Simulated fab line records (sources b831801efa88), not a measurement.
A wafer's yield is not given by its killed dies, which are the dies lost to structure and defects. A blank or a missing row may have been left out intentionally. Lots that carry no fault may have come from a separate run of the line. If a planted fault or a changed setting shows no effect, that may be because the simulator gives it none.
The tool behind it: which one? ; flow sky130 ; Sampling: 14 lots, 40 wafers, 5 of 708 route steps

## WHAT EACH GAUGE READ, for each wafer
SKY_VT_ADJUST_LVTN_OVL_MEAS_07. Usual: VT_ADJUST_LVTN_OVL typically reads 0.2 nm, with standard deviation 1.3.
lot;measured;on;VT_ADJUST_LVTN_OVL (nm);flag
L381;day 6 17:50;overlay-01;0.6 1.9 0.4;
L382;day 6 23:02;overlay-01;-0.5 -0.5 -1.3;
L383;day 7 04:00;overlay-02;1.4 0.8 2.1;
L384;day 7 10:11;overlay-02;0.7 2.0 1.7;
L386;day 7 22:33;overlay-01;-1.2 -1.2;
L387;day 8 06:20;overlay-02;-0.3 -0.2;
L394;day 10 16:44;overlay-01;0.1 1.0 0.6;
L396;day 11 11:56;overlay-01;-1.0 -2.1 -1.1;
L397;day 12 04:32;overlay-02;-0.5 0.4 -1.7;
L398;day 12 04:50;overlay-01;1.6 -0.4 -0.2;
L399;day 12 14:54;overlay-02;0.4 0.9 2.8;
L402;day 13 03:20;overlay-02;0.1 -1.0 0.6;
L401;day 13 03:53;overlay-01;1.9 0.9 1.1;
L403;day 14 00:15;overlay-02;-1.3 0.1 1.0;

SKY_VT_ADJUST_NCORE_CD_MEAS_07 targets a cd of 380 nm. Usual: 379.3 nm for cd nm, sd 2.6.
lot;measured;on;cd nm (nm);flag
L381;day 8 06:21;cd sem-02;377.6 377.2 376.9;
L382;day 8 12:13;cd sem-02;379.4 380.4 379.0;
L383;day 8 18:17;cd sem-01;383.3 380.7 383.9;
L384;day 9 00:59;cd sem-01;378.1 351.2 376.5;OFF
L386;day 9 15:53;cd sem-01;377.4 354.2;OFF
L387;day 9 23:32;cd sem-02;374.9 348.3;OFF
L394;day 12 17:16;cd sem-01;378.0 378.2 377.8;
L396;day 13 13:51;cd sem-02;382.7 382.3 382.4;
L397;day 14 07:59;cd sem-02;377.0 379.1 374.8;
L398;day 14 08:10;cd sem-01;374.5 375.3 373.7;
L399;day 14 19:24;cd sem-01;377.3 377.7 379.4;
L402;day 15 08:22;cd sem-01;378.1 379.0 378.3;
L401;day 15 09:11;cd sem-01;380.9 382.7 383.5;
L403;day 16 06:34;cd sem-02;378.0 380.3 381.4;

SKY_GATE_OXIDE_TW_MEAS_14. Usual: GATE_OXIDE_TW typically reads 223.4, with standard deviation 1.6.
lot;measured;on;GATE_OXIDE_TW;flag
L381;day 13 09:37;film metro-02;221.3 222.3 221.9;
L382;day 13 18:16;film metro-01;224.7 224.5 224.4;
L383;day 13 23:11;film metro-02;221.9 222.4 222.3;
L384;day 14 07:53;film metro-02;221.9 224.2 223.1;
L386;day 15 01:50;film metro-02;222.4 222.6;
L387;day 15 13:44;film metro-01;224.6 224.9;
L394;day 18 19:49;film metro-01;224.1 223.3 223.8;
L396;day 20 02:02;film metro-02;222.6 221.6 222.7;
L397;day 21 00:35;film metro-01;225.6 225.7 224.2;
L398;day 21 01:22;film metro-02;220.1 220.9 221.9;
L399;day 21 11:23;film metro-01;224.5 225.6 224.3;
L402;day 21 23:34;film metro-04;222.9 223.3 223.6;
L401;day 21 23:58;film metro-02;220.2 220.5 221.0;
L403;day 22 20:14;film metro-01;224.6 225.4 225.4;

SKY_LI_CONTACT_CD_MEAS_12 targets a cd of 170 nm. Usual: 169.7 nm for cd nm, sd 1.6.
lot;measured;on;cd nm (nm);flag
L381;day 28 08:29;cd sem-02;170.5 169.5 168.8;
L382;day 28 21:43;cd sem-01;166.7 168.3 168.9;
L383;day 29 03:12;cd sem-01;166.6 167.8 167.3;
L384;day 29 21:35;cd sem-02;171.1 172.8 172.4;
L386;day 30 07:20;cd sem-01;171.0 171.2;
L387;day 30 15:14;cd sem-01;171.7 170.0;
L394;day 33 20:47;cd sem-02;169.1 168.4 169.8;
L396;day 35 00:52;cd sem-02;169.2 168.1 170.2;
L397;day 35 13:35;cd sem-01;169.8 170.7 170.9;
L398;day 35 14:43;cd sem-02;170.6 170.8 169.9;
L399;day 35 23:29;cd sem-02;172.2 170.4 171.7;
L402;day 36 16:13;cd sem-01;171.2 171.2 169.1;
L401;day 36 22:28;cd sem-02;171.2 169.6 169.4;
L403;day 37 06:25;cd sem-02;169.1 170.7 168.6;

## WHAT TOOL EACH LOT RAN ON (gives the tool, then ch and the chambers of the sampled wafers, and finally the start)
lot;SKY_VT_ADJUST_NCORE_EXPOSE_04
L381;iline stepper-01 ch 0, day 7 21:23
L382;iline stepper-01 ch 0, day 8 02:51
L383;iline stepper-01 ch 0, day 8 08:25
L384;iline stepper-01 ch 0, day 8 14:34
L386;iline stepper-01 ch 0, day 9 05:55
L387;iline stepper-01 ch 0, day 9 13:22
L394;iline stepper-01 ch 0, day 12 05:04
L396;iline stepper-01 ch 0, day 13 00:51
L397;iline stepper-01 ch 0, day 13 19:28
L398;iline stepper-02 ch 0, day 13 19:51
L399;iline stepper-01 ch 0, day 14 06:17
L402;iline stepper-02 ch 0, day 14 19:20
L401;iline stepper-02 ch 0, day 14 20:17
L403;iline stepper-02 ch 0, day 15 16:49
- SKY_VT_ADJUST_NCORE_EXPOSE_04: exposes mask LVTN COMPLEMENT THIN, target cd 380 nm.

## AS READ BY THE TOOLS THEMSELVES (means over the sampled wafers that have a number; for cases with no such wafer, the mark the record gives instead)
The record holds no such reading with a usual standard deviation.

## THE ANSWER, worked out from the rows above alone
Rule: take the mean of a lot's wafers that have a number; if it is more than 3 standard deviations from the usual mean, the lot is off. A lot without any number at a reading at which 4 lots or more have one is off too. The other lots that the step has rows for count as sound. After the gauges, taken in route order, come the tools' own readings; for these a lot's mean is taken, as printed above. At the first step where some lot is off, the reading lying furthest off is the one used; lots without a number count as furthest.
Off, at SKY_VT_ADJUST_NCORE_CD_MEAS_07 on cd nm: L384, L386, L387.
If a tool, at a process step before that reading, ran all the lots that are off and no sound lot after the first of them, it fits. Gauges at SKY_VT_ADJUST_NCORE_CD_MEAS_07: tried the same way as those tools. No candidate that was tried fits.

## WHAT THE SIMULATOR HAD INSERTED
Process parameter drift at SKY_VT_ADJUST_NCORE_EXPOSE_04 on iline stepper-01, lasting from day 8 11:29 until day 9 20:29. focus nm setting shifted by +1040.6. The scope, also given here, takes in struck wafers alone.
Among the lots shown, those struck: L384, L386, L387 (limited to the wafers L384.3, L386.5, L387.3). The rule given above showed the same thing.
